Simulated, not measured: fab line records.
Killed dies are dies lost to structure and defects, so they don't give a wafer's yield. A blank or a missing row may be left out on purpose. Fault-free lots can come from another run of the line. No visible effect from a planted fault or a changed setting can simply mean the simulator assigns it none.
fab line records	flow sky130
record: lots: 12	wafers: 36	last-day: 50
route steps=708 shown CONTACT@407 METAL1@435 PAD_OPEN@708
lots that met no fault: taken from a fault-free run of the same line
start-h: the number of hours between the record's first day and the start of the first shown wafer of the lot	wait-h: time in hours since the lot's previous step	" unchanged from the row above	L1.1+2: one row covering several wafers at once	- no value, or no start was given	* or withheld: withheld	< > ~ a bound
route shown NAME@n: names a module that has steps shown in the file, with the first one's number in the route	usual: average and standard deviation across the fault-free wafers	same: alike in all rows	chamber/n: place in a boat	sites: each site's reading	_std_site: the values' standard deviation	_edge_site: the outer-site mean with the inner-site mean subtracted	radius-mm: how far each site lies from the wafer's centre	mask NAME#n: copy n	behind: the last tool/chamber to shape the wafer	hold: cause of the lot's hold/its duration in hours/its outcome	device: transistor that didn't switch, given as n, p or np	end of line: tests run on the same wafers once the route is complete	a step with no rows: only its recipe	killed: at the first sort, the dies lost to defects and structure; wafer yield is something else	map: dies across one wafer; x = killed, . = not, _ = none there
set.NAME: the setting as run; set.NAME@STEP: as run at that earlier step	model.NAME: the simulator's own value behind a step, which no gauge read
route steps across a sampled set of lots; one table per step, one row per wafer
services: the hour from which a tool's chamber was out of use, counted from the record's first day as start-h (under 0 if before that day), plus the number of hours and why
== steps ==
step: SKY_CONTACT_THK_MEAS_01
recipe: reads: Si3N4_of_CONTACT_CVD_00
usual: CONTACT_CVD_00_THK: 75.1/0.91
lot.wafer	tool	chamber	start-h	wait-h	CONTACT_CVD_00_THK[nm]
L342.1	film-metro-04	-	727.23	-	74.4
L342.4	"	-	"	"	75.6
L342.6	"	-	"	"	75.1
L344.3	film-metro-03	-	734.63	-	73.9
L344.4	"	-	"	"	74.9
L344.5	"	-	"	"	75.1
L347.1	film-metro-04	-	770.62	-	75.6
L347.2	"	-	"	"	76.2
L347.5	"	-	"	"	76.4
L348.4	film-metro-04	-	782.31	-	76.1
L348.5	"	-	"	"	76.3
L348.6	"	-	"	"	76.4
L350.1	film-metro-04	-	794.73	-	74.5
L350.2	"	-	"	"	75.0
L350.6	"	-	"	"	75.3
L349.1	film-metro-01	-	800.83	-	75.1
L349.3	"	-	"	"	76.0
L349.5	"	-	"	"	76.2
L351.1	film-metro-01	-	804.88	-	75.0
L351.2	"	-	"	"	75.1
L351.3	"	-	"	"	74.9
L352.1	film-metro-04	-	810.63	-	73.5
L352.4	"	-	"	"	75.9
L352.6	"	-	"	"	75.2
L356.1	film-metro-04	-	839.45	-	74.4
L356.2	"	-	"	"	73.9
L356.6	"	-	"	"	74.3
L357.1	film-metro-04	-	843.78	-	73.8
L357.5	"	-	"	"	75.9
L357.6	"	-	"	"	75.2
L358.2	film-metro-03	-	848.79	-	73.2
L358.4	"	-	"	"	75.6
L358.6	"	-	"	"	75.5
L363.1	film-metro-03	-	883.09	-	74.6
L363.2	"	-	"	"	74.8
L363.4	"	-	"	"	75.9
step: SKY_CONTACT_CD_MEAS_14
recipe: target-cd-nm: 170
usual: cd-nm: 170.3/1.4
lot.wafer	tool	chamber	start-h	wait-h	cd-nm
L342.1	cd-sem-02	-	756.00	-	168.4
L342.4	"	-	"	"	167.8
L342.6	"	-	"	"	168.7
L344.3	cd-sem-01	-	763.29	-	169.5
L344.4	"	-	"	"	170.2
L344.5	"	-	"	"	171.4
L347.1	cd-sem-01	-	798.40	-	171.5
L347.2	"	-	"	"	172.6
L347.5	"	-	"	"	170.9
L348.4	cd-sem-01	-	808.60	-	170.2
L348.5	"	-	"	"	169.2
L348.6	"	-	"	"	170.2
L350.1	cd-sem-01	-	820.90	-	172.7
L350.2	"	-	"	"	172.6
L350.6	"	-	"	"	172.5
L349.1	cd-sem-02	-	827.29	-	171.5
L349.3	"	-	"	"	171.8
L349.5	"	-	"	"	171.4
L351.1	cd-sem-02	-	832.10	-	170.0
L351.2	"	-	"	"	170.3
L351.3	"	-	"	"	171.1
L352.1	cd-sem-01	-	837.29	-	171.5
L352.4	"	-	"	"	172.4
L352.6	"	-	"	"	172.9
L356.1	cd-sem-02	-	865.99	-	166.8
L356.2	"	-	"	"	167.7
L356.6	"	-	"	"	168.4
L357.1	cd-sem-02	-	870.02	-	169.6
L357.5	"	-	"	"	169.5
L357.6	"	-	"	"	170.0
L358.2	cd-sem-02	-	874.96	-	170.5
L358.4	"	-	"	"	171.3
L358.6	"	-	"	"	171.0
L363.1	cd-sem-01	-	908.44	-	169.7
L363.2	"	-	"	"	171.3
L363.4	"	-	"	"	171.2
step: SKY_CONTACT_CVD_24
recipe: material: W	target-thk-nm: 340	time-s: 102.12	temp-c: 400	pressure-torr: 40
usual: chamber-pressure-Torr: 39.99/0.092	heater-power-outer-w: 510/45	heater-power-w: 801/75
lot.wafer	tool	chamber	start-h	wait-h	chamber-pressure-Torr	heater-power-outer-w	heater-power-w
L342.1	cvd-w-01	1	757.00	0.0	39.90	562	881
L342.4	"	1	"	"	40.01	563	888
L342.6	"	0	"	"	39.84	521	803
L344.3	cvd-w-02	1	764.27	0.1	39.96	469	821
L344.4	"	0	"	"	40.17	448	680
L344.5	"	1	"	"	39.84	479	814
L347.1	cvd-w-01	0	799.34	0.0	40.02	527	803
L347.2	"	1	"	"	40.02	574	866
L347.5	"	1	"	"	40.00	569	873
L348.4	cvd-w-02	0	809.52	0.1	39.98	438	663
L348.5	"	1	"	"	40.00	482	825
L348.6	"	0	"	"	40.04	466	672
L350.1	cvd-w-02	1	821.92	0.0	40.08	483	823
L350.2	"	0	"	"	39.84	452	669
L350.6	"	0	"	"	39.91	455	675
L349.1	cvd-w-01	1	828.26	0.0	39.91	550	877
L349.3	"	1	"	"	39.92	570	864
L349.5	"	1	"	"	40.00	563	897
L351.1	cvd-w-01	1	833.05	0.0	40.02	573	898
L351.2	"	0	"	"	39.98	530	822
L351.3	"	1	"	"	40.03	557	875
L352.1	cvd-w-01	1	838.23	0.0	40.10	558	895
L352.4	"	0	"	"	39.85	528	826
L352.6	"	1	"	"	39.91	572	879
L356.1	cvd-w-02	1	866.95	0.0	-	-	-
L356.2	"	0	"	"	-	-	-
L356.6	"	1	"	"	-	-	-
L357.1	cvd-w-01	0	871.02	0.0	-	-	-
L357.5	"	1	"	"	-	-	-
L357.6	"	0	"	"	-	-	-
L358.2	cvd-w-02	1	875.88	0.0	-	-	-
L358.4	"	0	"	"	-	-	-
L358.6	"	1	"	"	-	-	-
L363.1	cvd-w-02	0	909.42	0.0	40.00	454	699
L363.2	"	1	"	"	40.03	473	819
L363.4	"	1	"	"	39.92	468	825
step: SKY_CONTACT_RS_MEAS_25
recipe: thk-meas-gauge: four-point-probe	reads: W_of_CONTACT_CVD_24+TiN_of_CONTACT_SPUTTER_23
usual: CONTACT_W_RS: 0.341/0.0035
lot.wafer	tool	chamber	start-h	wait-h	CONTACT_W_RS[ohm/sq]
L342.1	film-metro-01	-	757.11	0.1	0.339
L342.4	"	-	"	"	0.343
L342.6	"	-	"	"	0.341
L344.3	film-metro-01	-	764.38	0.1	0.338
L344.4	"	-	"	"	0.340
L344.5	"	-	"	"	0.339
L347.1	film-metro-04	-	799.45	0.1	0.342
L347.2	"	-	"	"	0.343
L347.5	"	-	"	"	0.342
L348.4	film-metro-04	-	809.65	0.1	0.337
L348.5	"	-	"	"	0.339
L348.6	"	-	"	"	0.342
L350.1	film-metro-01	-	822.03	0.1	0.338
L350.2	"	-	"	"	0.342
L350.6	"	-	"	"	0.341
L349.1	film-metro-01	-	828.37	0.1	0.333
L349.3	"	-	"	"	0.337
L349.5	"	-	"	"	0.331
L351.1	film-metro-01	-	833.16	0.1	0.338
L351.2	"	-	"	"	0.344
L351.3	"	-	"	"	0.338
L352.1	film-metro-04	-	838.34	0.1	0.339
L352.4	"	-	"	"	0.340
L352.6	"	-	"	"	0.338
L356.1	film-metro-04	-	867.06	0.1	58.417
L356.2	"	-	"	"	57.911
L356.6	"	-	"	"	57.631
L357.1	film-metro-04	-	871.21	0.2	58.262
L357.5	"	-	"	"	58.382
L357.6	"	-	"	"	58.852
L358.2	film-metro-03	-	876.01	0.1	58.083
L358.4	"	-	"	"	58.131
L358.6	"	-	"	"	57.951
L363.1	film-metro-03	-	909.53	0.1	0.346
L363.2	"	-	"	"	0.346
L363.4	"	-	"	"	0.344
step: SKY_CONTACT_THK_MEAS_26
recipe: thk-meas-gauge: xrf	reads: W_of_CONTACT_CVD_24
usual: CONTACT_W_THK: 355/5.7
lot.wafer	tool	chamber	start-h	wait-h	CONTACT_W_THK[nm]
L342.1	film-metro-01	-	757.23	0.1	354
L342.4	"	-	"	"	347
L342.6	"	-	"	"	350
L344.3	film-metro-01	-	764.48	0.1	352
L344.4	"	-	"	"	349
L344.5	"	-	"	"	354
L347.1	film-metro-04	-	799.57	0.1	354
L347.2	"	-	"	"	357
L347.5	"	-	"	"	359
L348.4	film-metro-04	-	809.74	0.1	362
L348.5	"	-	"	"	358
L348.6	"	-	"	"	357
L350.1	film-metro-01	-	822.15	0.1	362
L350.2	"	-	"	"	355
L350.6	"	-	"	"	355
L349.1	film-metro-01	-	828.49	0.1	363
L349.3	"	-	"	"	361
L349.5	"	-	"	"	368
L351.1	film-metro-01	-	833.28	0.1	357
L351.2	"	-	"	"	353
L351.3	"	-	"	"	361
L352.1	film-metro-04	-	838.46	0.1	359
L352.4	"	-	"	"	356
L352.6	"	-	"	"	362
L356.1	film-metro-04	-	867.18	0.1	<0
L356.2	"	-	"	"	<0
L356.6	"	-	"	"	<0
L357.1	film-metro-04	-	871.33	0.1	<0
L357.5	"	-	"	"	<0
L357.6	"	-	"	"	<0
L358.2	film-metro-03	-	876.12	0.1	<0
L358.4	"	-	"	"	-
L358.6	"	-	"	"	<0
L363.1	film-metro-03	-	909.65	0.1	345
L363.2	"	-	"	"	344
L363.4	"	-	"	"	345
step: SKY_METAL1_SPUTTER_01
recipe: material: TiN	target-thk-nm: 20	power-w: 6500	time-s: 16.7	chamber-pressure-pa: 0.4
usual: throttle-valve-pct: 29.3/1.1
lot.wafer	tool	chamber	start-h	wait-h	throttle-valve-pct
L342.1	pvd-sputter-03	-	757.62	0.0	29.5
L342.4	"	-	"	"	30.6
L342.6	"	-	"	"	30.6
L344.3	pvd-sputter-03	-	764.86	0.0	29.6
L344.4	"	-	"	"	29.1
L344.5	"	-	"	"	28.1
L347.1	pvd-sputter-02	-	799.95	0.0	30.5
L347.2	"	-	"	"	26.9
L347.5	"	-	"	"	29.2
L348.4	pvd-sputter-03	-	810.27	0.0	28.0
L348.5	"	-	"	"	29.2
L348.6	"	-	"	"	30.6
L350.1	pvd-sputter-01	-	822.54	0.0	29.7
L350.2	"	-	"	"	29.1
L350.6	"	-	"	"	29.4
L349.1	pvd-sputter-01	-	828.88	0.0	28.4
L349.3	"	-	"	"	29.5
L349.5	"	-	"	"	28.6
L351.1	pvd-sputter-03	-	833.66	0.0	30.7
L351.2	"	-	"	"	29.3
L351.3	"	-	"	"	29.2
L352.1	pvd-sputter-01	-	838.84	0.0	28.9
L352.4	"	-	"	"	29.7
L352.6	"	-	"	"	28.6
L363.1	pvd-sputter-02	-	910.03	0.0	26.7
L363.2	"	-	"	"	30.4
L363.4	"	-	"	"	31.6
step: SKY_PAD_OPEN_PROBE_99
usual: killed_at_M0_to_M3: 43/7.2	killed_at_M4_up: 3.1/1.8	killed-at-contacts: 24/5.4	killed-at-front-end: 15/4.4	killed-at-other: 0.4/0.56	killed-dies: 86/9.3	killed-on-rim: 17/3.6	killed-open: 47/6.9	killed-short: 39/6.6
same: gross-dies: 492	killed-at-back-side: 0
lot.wafer	tool	chamber	start-h	wait-h	killed_at_M0_to_M3	killed_at_M4_up	killed-at-contacts	killed-at-front-end	killed-at-other	killed-dies	killed-on-rim	killed-open	killed-short
L347.1	prober-02	-	1121.07	0.1	39	5	25	21	0	90	13	51	39
L347.2	prober-02	-	1121.12	0.1	48	6	26	25	0	105	28	57	48
L347.5	prober-02	-	1121.27	0.2	46	1	24	20	0	91	15	52	39
L350.1	prober-02	-	1138.69	0.1	46	2	23	17	0	88	15	45	43
L350.2	prober-02	-	1138.74	0.1	43	2	30	13	0	88	18	52	36
L350.6	prober-02	-	1138.94	0.2	44	4	25	13	0	86	9	54	32
L356.1	prober-01	-	1178.15	0.1	37	2	429	24	0	492	96	51	42
L356.2	prober-01	-	1178.20	0.1	45	3	433	9	2	492	96	40	43
L356.6	prober-01	-	1178.40	0.2	52	5	418	17	0	492	96	55	43
L357.1	prober-02	-	1179.65	0.1	46	4	419	23	0	492	96	52	45
L357.5	prober-02	-	1179.85	0.2	46	3	432	11	0	492	96	52	35
L357.6	prober-02	-	1179.90	0.2	30	3	439	20	0	492	96	28	44
L358.2	prober-01	-	1181.20	0.1	47	3	429	13	0	492	96	52	34
L358.4	prober-01	-	1181.30	0.2	34	3	445	10	0	492	96	45	24
L358.6	prober-01	-	1181.40	0.2	29	2	446	15	0	492	96	45	31
killed by level:class
L347.1 VIA1:geometric-particle:open=11 LI_CONTACT:geometric-particle:open=10 POLY_GATE:geometric-particle:short=7 CONTACT:geometric-particle:open=7 VIA3:geometric-particle:open=5 METAL2:geometric-particle:short=4 POLY_GATE:geometric-particle:open=4 METAL3:geometric-particle:short=4
L347.2 VIA1:geometric-particle:open=18 VIA1:geometric-particle:short=12 LI_CONTACT:geometric-particle:open=9 POLY_GATE:geometric-particle:open=8 CONTACT:geometric-particle:open=7 METAL4:geometric-particle:short=6 FIELD_ISO:geometric-particle:open=5 POLY_GATE:geometric-particle:short=5
L347.5 VIA1:geometric-particle:open=12 CONTACT:geometric-particle:open=9 VIA1:geometric-particle:short=8 VIA2:geometric-particle:open=6 CONTACT:geometric-particle:short=6 VIA3:geometric-particle:open=6 POLY_GATE:geometric-particle:open=5 FIELD_ISO:geometric-particle:short=4
L350.1 VIA1:geometric-particle:open=11 METAL1:geometric-particle:short=9 CONTACT:geometric-particle:open=7 FIELD_ISO:geometric-particle:short=6 LI_CONTACT:geometric-particle:open=6 CONTACT:geometric-particle:short=6 METAL2:geometric-particle:short=5 FIELD_ISO:geometric-particle:open=4
L350.2 VIA1:geometric-particle:open=14 LI_CONTACT:geometric-particle:open=13 CONTACT:geometric-particle:open=6 VIA1:geometric-particle:short=6 LOCAL_INTERCONNECT:geometric-particle:short=5 CONTACT:geometric-particle:short=5 METAL1:geometric-particle:short=4 METAL1:geometric-particle:open=4
L350.6 VIA1:geometric-particle:open=10 LI_CONTACT:geometric-particle:open=9 CONTACT:geometric-particle:open=9 VIA2:geometric-particle:open=8 METAL1:geometric-particle:short=6 METAL2:geometric-particle:short=5 VIA1:geometric-particle:short=5 FIELD_ISO:geometric-particle:short=4
L356.1 CONTACT:area-cvd=398 CONTACT:geometric-particle:open=10 VIA1:geometric-particle:open=10 LI_CONTACT:geometric-particle:open=7 VIA3:geometric-particle:open=7 FIELD_ISO:geometric-particle:short=6 CONTACT:geometric-particle:short=6 VIA2:geometric-particle:open=5
L356.2 CONTACT:area-cvd=409 VIA1:geometric-particle:open=14 CONTACT:geometric-particle:open=7 LOCAL_INTERCONNECT:geometric-particle:short=6 VIA3:geometric-particle:short=6 CONTACT:geometric-particle:short=5 METAL1:geometric-particle:short=5 LI_CONTACT:geometric-particle:open=4
L356.6 CONTACT:area-cvd=394 CONTACT:geometric-particle:open=13 VIA1:geometric-particle:open=12 VIA3:geometric-particle:open=9 FIELD_ISO:geometric-particle:open=8 METAL1:geometric-particle:short=7 METAL2:geometric-particle:short=6 VIA1:geometric-particle:short=6
L357.1 CONTACT:area-cvd=395 CONTACT:geometric-particle:open=10 VIA1:geometric-particle:open=9 VIA2:geometric-particle:open=8 FIELD_ISO:geometric-particle:short=7 LI_CONTACT:geometric-particle:open=7 METAL1:geometric-particle:short=6 VIA1:geometric-particle:short=6
L357.5 CONTACT:area-cvd=405 CONTACT:geometric-particle:open=12 VIA1:geometric-particle:open=12 VIA1:geometric-particle:short=7 METAL2:geometric-particle:short=7 LI_CONTACT:geometric-particle:open=6 VIA2:geometric-particle:open=6 POLY_GATE:geometric-particle:open=5
L357.6 CONTACT:area-cvd=418 FIELD_ISO:geometric-particle:short=6 LI_CONTACT:geometric-particle:short=5 LI_CONTACT:geometric-particle:open=5 LOCAL_INTERCONNECT:geometric-particle:short=5 METAL1:geometric-particle:short=5 VIA1:geometric-particle:open=5 POLY_GATE:geometric-particle:short=4
L358.2 CONTACT:area-cvd=405 CONTACT:geometric-particle:open=10 VIA3:geometric-particle:open=10 VIA2:geometric-particle:open=8 LI_CONTACT:geometric-particle:open=7 VIA1:geometric-particle:open=6 METAL3:geometric-particle:short=6 METAL2:geometric-particle:short=6
L358.4 CONTACT:area-cvd=423 VIA1:geometric-particle:open=9 CONTACT:geometric-particle:open=8 VIA3:geometric-particle:open=7 VIA2:geometric-particle:open=6 LI_CONTACT:geometric-particle:open=4 LOCAL_INTERCONNECT:geometric-particle:short=4 CONTACT:geometric-particle:short=4
L358.6 CONTACT:area-cvd=416 CONTACT:geometric-particle:open=11 LOCAL_INTERCONNECT:geometric-particle:short=9 VIA1:geometric-particle:open=8 VIA2:geometric-particle:open=6 LI_CONTACT:geometric-particle:open=5 VIA3:geometric-particle:open=5 VIA2:geometric-particle:short=3
== services ==
tool	chamber	start-h	hours	kind
pvd-sputter-01	2	749.86	-	consumable-replace:kit
pvd-sputter-01	2	749.86	18.0	scheduled-down
pvd-sputter-01	2	749.86	18.0	vent-cycle
cvd-w-02	-	756.06	2.8	pm
pvd-sputter-01	-	817.62	2.1	repair
cvd-w-01	-	820.41	2.8	pm
pvd-sputter-03	-	825.72	3.5	repair
cvd-w-02	1	845.55	10.0	repair
pvd-sputter-03	-	851.53	0.9	repair
pvd-sputter-03	1	862.86	-	consumable-replace:kit
pvd-sputter-03	1	862.86	18.0	scheduled-down
pvd-sputter-03	1	862.86	18.0	vent-cycle
pvd-sputter-02	-	880.29	3.3	repair
pvd-sputter-01	1	894.15	-	consumable-replace:kit
pvd-sputter-01	1	894.15	18.0	scheduled-down
pvd-sputter-01	1	894.15	18.0	vent-cycle
cvd-w-01	-	904.00	14.0	pm
cvd-w-01	0	904.00	14.0	vent-cycle
cvd-w-01	1	904.00	14.0	vent-cycle
== key ==
first-sign: step: SKY_CONTACT_CVD_24	reading: tool-record	direction: missing
effect: step: SKY_CONTACT_RS_MEAS_25	reading: CONTACT_W_RS	direction: up	sigmas: 99+	usual: 0.341	struck: 58.180
effect: step: SKY_CONTACT_THK_MEAS_26	reading: CONTACT_W_THK	direction: down	sigmas: 62	usual: 355	struck: <0
effect: step: SKY_PAD_OPEN_PROBE_99	reading: killed-at-contacts	direction: up	sigmas: 75	usual: 24	struck: 432
more-kills-born-at: SKY_CONTACT_CVD_24@cvd-w-02: 2439	SKY_CONTACT_CVD_24@cvd-w-01: 1210
met-at SKY_CONTACT_CVD_24
struck-lots L356,L357,L358
later-rows-left-out L356.1,L356.2,L356.6,L357.1,L357.5,L357.6,L358.2,L358.4,L358.6
tester-left-out L356,L357,L358
not-acting-at SKY_CONTACT_THK_MEAS_01,SKY_CONTACT_CD_MEAS_14,SKY_METAL1_SPUTTER_01
onset-between 838.23 866.95
fault: kind: skipped-step-whole	tool: cvd-w-01,cvd-w-02	chamber: -	onset-h: 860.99	steps: SKY_CONTACT_CVD_24	scope: struck-lots-only
tester-left-out: of these lots the tester's yield and bins aren't shown, on N5 and GAA mostly nor the transistor test; their killed dies are dies lost to structure and defects alone, not to doping, threshold or leakage, so they don't give the yield
later-rows-left-out: the simulator's readings of these wafers behind a module that went badly wrong aren't trusted and aren't shown, but for the sort
